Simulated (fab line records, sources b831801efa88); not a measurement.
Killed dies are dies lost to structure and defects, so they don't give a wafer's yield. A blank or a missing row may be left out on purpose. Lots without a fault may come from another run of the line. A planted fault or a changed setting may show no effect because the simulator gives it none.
One fault seen from 2 desks | flow gf180mcu | each desk has only its own numbers; what lay behind them comes last

THE METROLOGY DESK
What the gauges read, lot by lot, whatever tool the lot ran on: means of the sampled wafers that have a number. A lot is out of limits, marked OUT, if its mean lies more than 4 standard deviations from the usual mean; the brackets give that distance.
Columns: A = HV_LDD_CVD_54_THK at GF_HV_LDD_THK_MEAS_55, usual 9.99 nm; B = HV_LDD_CVD_56_THK at GF_HV_LDD_THK_MEAS_57, usual 89.8 nm; C = CONTACT_W_THK at GF_CONTACT_THK_MEAS_26, usual 314 nm
lot  | first seen here | A     | B              | C
L510 | day 12 12:53    | 9.89  | 90.1           | 311
L511 | day 12 20:49    | 9.96  | 90.1           | 321
L513 | day 13 12:11    | 10.10 | 90.4           | 308
L517 | day 15 06:18    | 9.88  | 88.5           | 308
L518 | day 15 09:19    | 10.02 | 89.3           | 315
L519 | day 15 15:52    | 9.96  | 89.5           | 312
L521 | day 16 02:51    | 10.04 | 89.8           | 319
L526 | day 17 19:29    | 10.01 | 64.5 (-39) OUT | 316
L530 | day 19 13:52    | 9.84  | 90.3           | 310
L532 | day 20 00:28    | 10.12 | 89.6           | 315
L533 | day 20 07:42    | 9.86  | 89.3           | 315
This desk's finding: out of limits on L526; first on L526, day 17 20:58 (HV_LDD_CVD_56_THK at GF_HV_LDD_THK_MEAS_57). In limits: L510, L511, L513, L517, L518, L519, L521, L530, L532, L533.

THE TOOL OWNER'S DESK: lpcvd-01
The tool's own readings at GF_HV_LDD_CVD_56 (deposits Si3N4 from DCS/NH3, target thk 90 nm, time 1543 s): means of the sampled wafers that have a number, for each lot that ran on this tool. A lot is out of limits, marked OUT, if its mean lies more than 4 standard deviations from the usual mean; the brackets give that distance.
Columns: A = spike_tc_bottom_C at GF_HV_LDD_CVD_56, usual 787.5 C; B = spike_tc_centre_C at GF_HV_LDD_CVD_56, usual 770.8 C; C = spike_tc_lower_C at GF_HV_LDD_CVD_56, usual 769.9 C; D = spike_tc_top_C at GF_HV_LDD_CVD_56, usual 786.2 C; E = spike_tc_upper_C at GF_HV_LDD_CVD_56, usual 770.0 C; F = susceptor_temp_C at GF_HV_LDD_CVD_56, usual 770.0 C; G = zone_power_bottom_pct at GF_HV_LDD_CVD_56, usual 21.2 %
lot  | first seen here | A               | B               | C               | D                | E               | F               | G
L513 | day 13 12:14    | 787.0           | 770.6           | 770.6           | 783.9            | 769.8           | 770.3           | 21.0
L517 | day 15 06:21    | 785.4           | 770.0           | 770.7           | 789.4            | 772.4           | 769.7           | 21.8
L518 | day 15 09:22    | 785.3           | 771.1           | 771.0           | 788.3            | 771.5           | 769.9           | 21.5
L526 | day 17 19:32    | 769.9 (-12) OUT | 753.4 (-13) OUT | 752.6 (-12) OUT | 766.6 (-8.9) OUT | 752.2 (-14) OUT | 752.7 (-51) OUT | 20.2
This desk's finding: out of limits on L526; first on L526, day 17 19:32 (spike_tc_bottom_C at GF_HV_LDD_CVD_56). In limits: L513, L517, L518.

PUT TOGETHER
The tool owner's desk could have raised an alarm at day 17 19:32, on L526.
The metrology desk could have raised an alarm at day 17 20:58, on L526.
Of the lots named, all ran GF_HV_LDD_CVD_56 on lpcvd-01.

WHAT THE SIMULATOR HAD PUT IN
Process parameter drift: lpcvd-01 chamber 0, from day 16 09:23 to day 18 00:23, at GF_HV_LDD_CVD_56. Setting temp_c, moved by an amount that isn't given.
Lots struck among those shown: L526.
Hours from the fault's start to each desk's first reading out of limits: the tool owner's desk, 34; the metrology desk, 36.
